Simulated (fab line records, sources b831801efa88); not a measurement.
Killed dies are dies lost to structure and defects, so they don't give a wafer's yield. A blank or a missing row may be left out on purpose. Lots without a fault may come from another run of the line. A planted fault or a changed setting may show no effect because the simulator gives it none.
Which tool did it? | flow sky130 | 14 lots, 42 wafers sampled, at 3 steps of a route of 708

WHAT THE GAUGES READ, wafer by wafer
The record holds no reading of a measuring or inspecting step that can be judged against a usual standard deviation.

WHICH TOOL RAN EACH LOT (tool, then ch and the chambers of the sampled wafers, then the start)
lot  | SKY_CONTACT_ETCH_16                | SKY_CONTACT_STRIP_19                 | SKY_PAD_OPEN_PROBE_99
L845 | rie_diel-03 ch 2,3, day 31 15:05   | plasma_asher-03 ch 0,1, day 31 15:15 | -
L846 | rie_diel-04 ch 2,3, day 32 07:53   | plasma_asher-01 ch 0,1, day 32 08:01 | -
L849 | rie_diel-01 ch 2,3, day 33 08:56   | plasma_asher-02 ch 0,1, day 33 09:04 | -
L850 | rie_diel-03 ch 0,3, day 33 15:56   | plasma_asher-02 ch 0,1, day 33 16:04 | -
L852 | rie_diel-01 ch 0,1, day 33 21:44   | plasma_asher-03 ch 0,1, day 33 21:54 | -
L851 | rie_diel-04 ch 0,2, day 33 21:48   | plasma_asher-01 ch 0,1, day 33 21:56 | -
L853 | rie_diel-01 ch 0,1,2, day 34 11:49 | plasma_asher-02 ch 0,1, day 34 11:58 | -
L855 | rie_diel-03 ch 0,1,2, day 35 07:51 | plasma_asher-02 ch 0, day 35 07:59   | -
L856 | rie_diel-03 ch 0,1,3, day 36 13:45 | plasma_asher-03 ch 0,1, day 36 13:55 | -
L861 | rie_diel-01 ch 0,1,2, day 36 19:24 | plasma_asher-02 ch 1, day 36 19:32   | prober-01, day 49 17:28
L860 | rie_diel-01 ch 0,1,2, day 37 01:00 | plasma_asher-02 ch 0,1, day 37 01:08 | prober-02, day 49 19:01
L864 | rie_diel-03 ch 0,1, day 37 15:51   | plasma_asher-02 ch 0,1, day 37 15:59 | -
L866 | rie_diel-04 ch 1,3, day 38 06:14   | plasma_asher-01 ch 0,1, day 38 06:26 | -
L867 | rie_diel-03 ch 0,2, day 38 17:32   | plasma_asher-03 ch 1, day 38 17:40   | -
- SKY_CONTACT_ETCH_16: etches BARC in N2/H2, stops on SiO2, time 45.9 s, target depth 60 nm.
- SKY_CONTACT_STRIP_19: strips in O2/N2.
- SKY_PAD_OPEN_PROBE_99

WHAT THE TOOLS THEMSELVES READ (means of the sampled wafers that have a number; where no wafer has one, the mark that the record gives instead)
SKY_CONTACT_ETCH_16. Usual: drypump_motor_current_A 5.6 A, standard deviation 0.49; h2_flow_sccm 200.0 sccm, standard deviation 0.6; oes_product_au 0.854 a.u., standard deviation 0.0047; throttle_valve_pct 13.223 %, standard deviation 0.0077.
lot  | tool        | drypump_motor_current_A (A) | h2_flow_sccm (sccm) | oes_product_au (a.u.) | throttle_valve_pct (%) | flag
L845 | rie_diel-03 | 5.3                         | 200.2               | 0.855                 | 13.225                 |
L846 | rie_diel-04 | 5.9                         | 200.4               | 0.855                 | 13.222                 |
L849 | rie_diel-01 | 5.6                         | 200.1               | 0.854                 | 13.220                 |
L850 | rie_diel-03 | 5.2                         | 200.0               | 0.857                 | 13.222                 |
L852 | rie_diel-01 | 5.6                         | 200.3               | 0.855                 | 13.220                 |
L851 | rie_diel-04 | 6.2                         | 200.0               | 0.853                 | 13.220                 |
L853 | rie_diel-01 | 5.5                         | 200.4               | 0.856                 | 13.229                 |
L855 | rie_diel-03 | 5.3                         | 200.2               | 0.850                 | 13.230                 |
L856 | rie_diel-03 | 5.4                         | 199.5               | 0.856                 | 13.217                 |
L861 | rie_diel-01 | 5.4                         | 199.7               | 0.854                 | 13.224                 |
L860 | rie_diel-01 | 5.4                         | 200.0               | 0.856                 | 13.221                 |
L864 | rie_diel-03 | 5.1                         | 199.2               | 0.853                 | 13.233                 |
L866 | rie_diel-04 | 5.3                         | 199.6               | 0.859                 | 13.219                 |
L867 | rie_diel-03 | 4.9                         | 199.6               | 0.857                 | 13.227                 |

SKY_CONTACT_STRIP_19. Usual: drypump_motor_current_A 5.6 A, standard deviation 0.36; oes_product_au 0.381 a.u., standard deviation 0.0054; strip_time_to_endpoint_s 3.62 s, standard deviation 0.039.
lot  | tool            | drypump_motor_current_A (A) | oes_product_au (a.u.) | strip_time_to_endpoint_s (s) | flag
L845 | plasma_asher-03 | 5.0                         | 0.380                 | 3.63                         |
L846 | plasma_asher-01 | 5.9                         | 0.385                 | 3.60                         |
L849 | plasma_asher-02 | 5.6                         | 0.382                 | 3.65                         |
L850 | plasma_asher-02 | 5.7                         | 0.384                 | 3.65                         |
L852 | plasma_asher-03 | 5.0                         | 0.389                 | 3.67                         |
L851 | plasma_asher-01 | 6.0                         | 0.383                 | 3.61                         |
L853 | plasma_asher-02 | 5.7                         | 0.384                 | 3.66                         |
L855 | plasma_asher-02 | 5.8                         | 0.376                 | 3.63                         |
L856 | plasma_asher-03 | 5.0                         | 0.381                 | 3.60                         |
L861 | plasma_asher-02 | 5.5                         | 0.367                 | 3.35                         | OFF
L860 | plasma_asher-02 | 5.7                         | 0.369                 | 3.33                         | OFF
L864 | plasma_asher-02 | 5.7                         | 0.382                 | 3.63                         |
L866 | plasma_asher-01 | 5.9                         | 0.383                 | 3.58                         |
L867 | plasma_asher-03 | 5.2                         | 0.379                 | 3.63                         |

SKY_PAD_OPEN_PROBE_99. Usual: killed_at_M0_to_M3 43, standard deviation 7.3; killed_at_M4_up 3.6, standard deviation 1.9; killed_at_contacts 23, standard deviation 5.3; killed_at_front_end 15, standard deviation 4.5; killed_at_other 0.3, standard deviation 0.72; killed_dies 85, standard deviation 9.4; killed_open 46, standard deviation 6.7; killed_short 38, standard deviation 6.8.
lot  | tool      | killed_at_M0_to_M3 | killed_at_M4_up | killed_at_contacts | killed_at_front_end | killed_at_other | killed_dies | killed_open | killed_short | flag
L861 | prober-01 | 31                 | 4.5             | 21                 | 16                  | 0.0             | 73          | 42          | 31           |
L860 | prober-02 | 33                 | 3.0             | 24                 | 14                  | 1.0             | 75          | 43          | 32           |

THE ANSWER, worked out from the rows above alone
Rule: a lot is off if the mean of its wafers that have a number lies more than 3 standard deviations from the usual mean. A lot without any number at a reading at which 4 lots or more have one is off too. The other lots that the step has rows for count as sound. The gauges are gone through in route order, then the tools' own readings, and for those a lot's mean is taken as printed above. The first step at which some lot is off is used, and at that step the reading that is off furthest; a lot without a number counts as furthest.
Off: L861, L860, at SKY_CONTACT_STRIP_19 (strip_time_to_endpoint_s).
A tool fits if, at that step or a process step before it, it ran every lot that is off, and no sound lot after the first of them. One fits: rie_diel-01 at SKY_CONTACT_ETCH_16. Its last sound lot is L853 (day 34 11:49), its first lot that is off L861 (day 36 19:24): a fault that began between those two fits.

WHAT THE SIMULATOR HAD PUT IN
Process parameter drift: rie_diel-01, from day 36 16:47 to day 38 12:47, at SKY_CONTACT_ETCH_16. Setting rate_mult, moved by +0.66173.
Lots struck among those shown: L861, L860. The rule above found the same.
